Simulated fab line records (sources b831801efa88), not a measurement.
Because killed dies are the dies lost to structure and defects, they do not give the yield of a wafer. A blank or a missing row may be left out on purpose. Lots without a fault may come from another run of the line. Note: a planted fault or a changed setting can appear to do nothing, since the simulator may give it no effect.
Tool commonality check / flow sky130 / 12 lots and 36 wafers in the sample

== REASON IT WAS OPENED ==
SKY_SD_N_RS_MEAS_16, reading SD_N_RS: flagged on 2 of 12 lots. No-fault wafers: 68.56 ohm/sq, standard deviation 0.12.
Rule: a lot is flagged in two cases, either no wafer of it has a number, or all its wafers with numbers fall more than 4 standard deviations from that mean. The other lots count as sound.

lot=L206; measured=day 28 12:22; on=film_metro-01; SD_N_RS (ohm/sq), wafer by wafer=68.74 68.63 68.63; flag=
lot=L207; measured=day 28 21:26; on=film_metro-04; SD_N_RS (ohm/sq), wafer by wafer=68.64 68.59 68.43; flag=
lot=L209; measured=day 29 06:42; on=film_metro-02; SD_N_RS (ohm/sq), wafer by wafer=68.53 68.51 68.45; flag=
lot=L208; measured=day 29 10:32; on=film_metro-02; SD_N_RS (ohm/sq), wafer by wafer=68.59 68.53 68.63; flag=
lot=L211; measured=day 30 00:29; on=film_metro-04; SD_N_RS (ohm/sq), wafer by wafer=68.45 68.34 68.47; flag=
lot=L212; measured=day 30 06:55; on=film_metro-01; SD_N_RS (ohm/sq), wafer by wafer=68.63 68.65 68.43; flag=
lot=L213; measured=day 30 14:06; on=film_metro-01; SD_N_RS (ohm/sq), wafer by wafer=68.86 68.71 68.73; flag=
lot=L219; measured=day 32 08:47; on=film_metro-01; SD_N_RS (ohm/sq), wafer by wafer=67.33 67.52 67.23; flag=FLAGGED
lot=L221; measured=day 33 00:11; on=film_metro-01; SD_N_RS (ohm/sq), wafer by wafer=67.33 67.22 67.46; flag=FLAGGED
lot=L224; measured=day 34 02:08; on=film_metro-01; SD_N_RS (ohm/sq), wafer by wafer=68.60 68.53 68.71; flag=
lot=L226; measured=day 34 13:41; on=film_metro-02; SD_N_RS (ohm/sq), wafer by wafer=68.60 68.62 68.65; flag=
lot=L228; measured=day 35 05:13; on=film_metro-02; SD_N_RS (ohm/sq), wafer by wafer=68.52 68.81 68.70; flag=
The mean of the flagged lots' numbers is 67.35 ohm/sq, -1.21 ohm/sq from the usual (-10 standard deviations).

== EACH LOT AND THE TOOL IT RAN ON ==
The record keeps 1 process step preceding the reading, out of 708 steps on the route. Each cell gives the tool, then ch followed by the chambers the sampled wafers passed through, then the start.
lot=L206; flag=; SKY_SD_N_RTA_14=rtp_anneal-01 ch 0, day 28 12:11
lot=L207; flag=; SKY_SD_N_RTA_14=rtp_anneal-02 ch 0, day 28 21:15
lot=L209; flag=; SKY_SD_N_RTA_14=rtp_anneal-01 ch 0, day 29 06:31
lot=L208; flag=; SKY_SD_N_RTA_14=rtp_anneal-02 ch 0, day 29 10:21
lot=L211; flag=; SKY_SD_N_RTA_14=rtp_anneal-02 ch 0, day 30 00:18
lot=L212; flag=; SKY_SD_N_RTA_14=rtp_anneal-01 ch 0, day 30 06:44
lot=L213; flag=; SKY_SD_N_RTA_14=rtp_anneal-01 ch 0, day 30 13:55
lot=L219; flag=FLAGGED; SKY_SD_N_RTA_14=rtp_anneal-01 ch 0, day 32 08:36
lot=L221; flag=FLAGGED; SKY_SD_N_RTA_14=rtp_anneal-01 ch 0, day 33 00:00
lot=L224; flag=; SKY_SD_N_RTA_14=rtp_anneal-02 ch 0, day 34 01:58
lot=L226; flag=; SKY_SD_N_RTA_14=rtp_anneal-02 ch 0, day 34 13:31
lot=L228; flag=; SKY_SD_N_RTA_14=rtp_anneal-02 ch 0, day 35 05:02
What is done by these steps:
- SKY_SD_N_RTA_14: time 2 s.
- SKY_SD_N_RS_MEAS_16: measures by four-point-probe.

== FLAGGED OVER TOTAL, TOOL BY TOOL (the gauges that took the reading come last) ==
step=SKY_SD_N_RTA_14; tool=rtp_anneal-01; lots run=6; flagged=2; share of the flagged lots=all; sound lots run after its first flagged lot=0
step=SKY_SD_N_RTA_14; tool=rtp_anneal-02; lots run=6; flagged=0; share of the flagged lots=none; sound lots run after its first flagged lot=-
step=SKY_SD_N_RS_MEAS_16; tool=film_metro-01; lots run=6; flagged=2; share of the flagged lots=all; sound lots run after its first flagged lot=1 (L224)
step=SKY_SD_N_RS_MEAS_16; tool=film_metro-02; lots run=4; flagged=0; share of the flagged lots=none; sound lots run after its first flagged lot=-
step=SKY_SD_N_RS_MEAS_16; tool=film_metro-04; lots run=2; flagged=0; share of the flagged lots=none; sound lots run after its first flagged lot=-

== WHAT THE TABLE ALLOWS ==
2 rows of the table ran every flagged lot: rtp_anneal-01 at SKY_SD_N_RTA_14, film_metro-01 at SKY_SD_N_RS_MEAS_16.
- rtp_anneal-01 at SKY_SD_N_RTA_14: 2 of its 6 lots flagged. It ran its last sound lot, L213, at day 30 13:55 and its first flagged lot, L219, at day 32 08:36: a fault with its onset between the two fits. Its own readings (wafer_temp_C_max) fall more than 4 standard deviations out on all wafers of the flagged lots.
- film_metro-01 at SKY_SD_N_RS_MEAS_16: 2 of its 6 lots flagged. Lots that were sound ran on it after the first flagged one (L224); a persistent fault on the entire tool would not allow that.
Left over: one tool, rtp_anneal-01 at SKY_SD_N_RTA_14.

== WHAT WAS PUT IN BY THE SIMULATOR ==
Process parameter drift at SKY_SD_N_RTA_14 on rtp_anneal-01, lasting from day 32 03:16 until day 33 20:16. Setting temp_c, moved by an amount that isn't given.
Struck lots among those shown: L219, L221. The same result came from the rule above.
